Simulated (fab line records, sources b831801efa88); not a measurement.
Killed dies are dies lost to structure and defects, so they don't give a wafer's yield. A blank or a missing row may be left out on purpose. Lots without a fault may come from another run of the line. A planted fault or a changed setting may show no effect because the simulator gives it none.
A struck lot beside a sound one | flow sky130 | 14 steps out of a route of 708
Sound: wafers L162.2, L162.5, L162.6. Struck: wafers L148.2, L148.3, L148.4. The cause comes at the end.
At each step with rows: each side's tool, then ch and its chambers, then its first start. Under that, the readings that differ: sound wafers | struck wafers | difference of the means | sigmas: that difference in standard deviations of wafers without a fault.
alike: readings whose means differ by less than 2 such deviations, and words and numbers that are the same on both sides. not compared: withheld readings, readings that some wafer has no value for, bounds like >300 that may hide the same value, and numbers for which the record gives no deviation and whose values overlap.
The two part at a step that has a row with sigmas, a row that says differs or no value, or rows on one side only. Numbers that don't overlap but have no deviation are shown without sigmas and don't part them. A reading that every wafer of one side lacks parts them only if that side has two wafers or more.

first, 5 steps without rows for these wafers: SKY_SONOS_TUNNEL_COAT_02 (resist thk 1140 nm); SKY_SONOS_TUNNEL_SOFTBAKE_03 (time 60 s); SKY_SONOS_TUNNEL_EXPOSE_04 (exposes mask TUNM, target cd 410 nm); SKY_SONOS_TUNNEL_PEB_05; SKY_SONOS_TUNNEL_DEVELOP_06 (develop time 60 s).
SKY_SONOS_TUNNEL_CD_MEAS_07: target cd 410 nm.
  sound on cd_sem-01, day 18 04:57; struck on cd_sem-01, day 13 13:07
  reading    | sound             | struck            | difference | sigmas
  cd_nm (nm) | 413.2 411.8 412.6 | 406.2 405.8 407.4 | -6.1       | -3
SKY_SONOS_TUNNEL_OVL_MEAS_08:
  sound on overlay-01, day 18 05:04; struck on overlay-01, day 13 13:13
  alike: SONOS_TUNNEL_OVL
then, 3 steps without rows for these wafers: SKY_SONOS_TUNNEL_IMPLANT_09; SKY_SONOS_TUNNEL_WET_ETCH_10 (etches SiO2 in dHF, target depth 14 nm, time 280 s); SKY_SONOS_TUNNEL_STRIP_11 (strips in SPM, time 600 s).
SKY_SONOS_TUNNEL_TW_MEAS_12:
  sound on film_metro-04, day 18 05:31; struck on film_metro-03, day 13 13:41
  alike: SONOS_TUNNEL_TW
then, 1 step without rows for these wafers: SKY_SONOS_TUNNEL_CLEAN_13 (cleans in dHF, time 20 s).
SKY_SONOS_ONO_OXIDATION_00: stabilise 600 s, purge 300 s, target thk 2.6 nm.
  sound on furnace-01 ch 0, day 18 05:34; struck on furnace-02, day 13 14:46
  no value came back on the struck wafers for any of 5 readings (ox_temp_c (C), ox_temp_c_max and others); on the sound wafers ox_temp_c (C) reads 799.8 800.0 800.1
then, 1 step without rows for these wafers: SKY_SONOS_ONO_CVD_02 (deposits Si3N4 from DCS/NH3, target thk 10.5 nm, time 180 s).

WHERE THEY PART
First at SKY_SONOS_TUNNEL_CD_MEAS_07; last, within this record, at SKY_SONOS_ONO_OXIDATION_00.

WHY: what the simulator had put in
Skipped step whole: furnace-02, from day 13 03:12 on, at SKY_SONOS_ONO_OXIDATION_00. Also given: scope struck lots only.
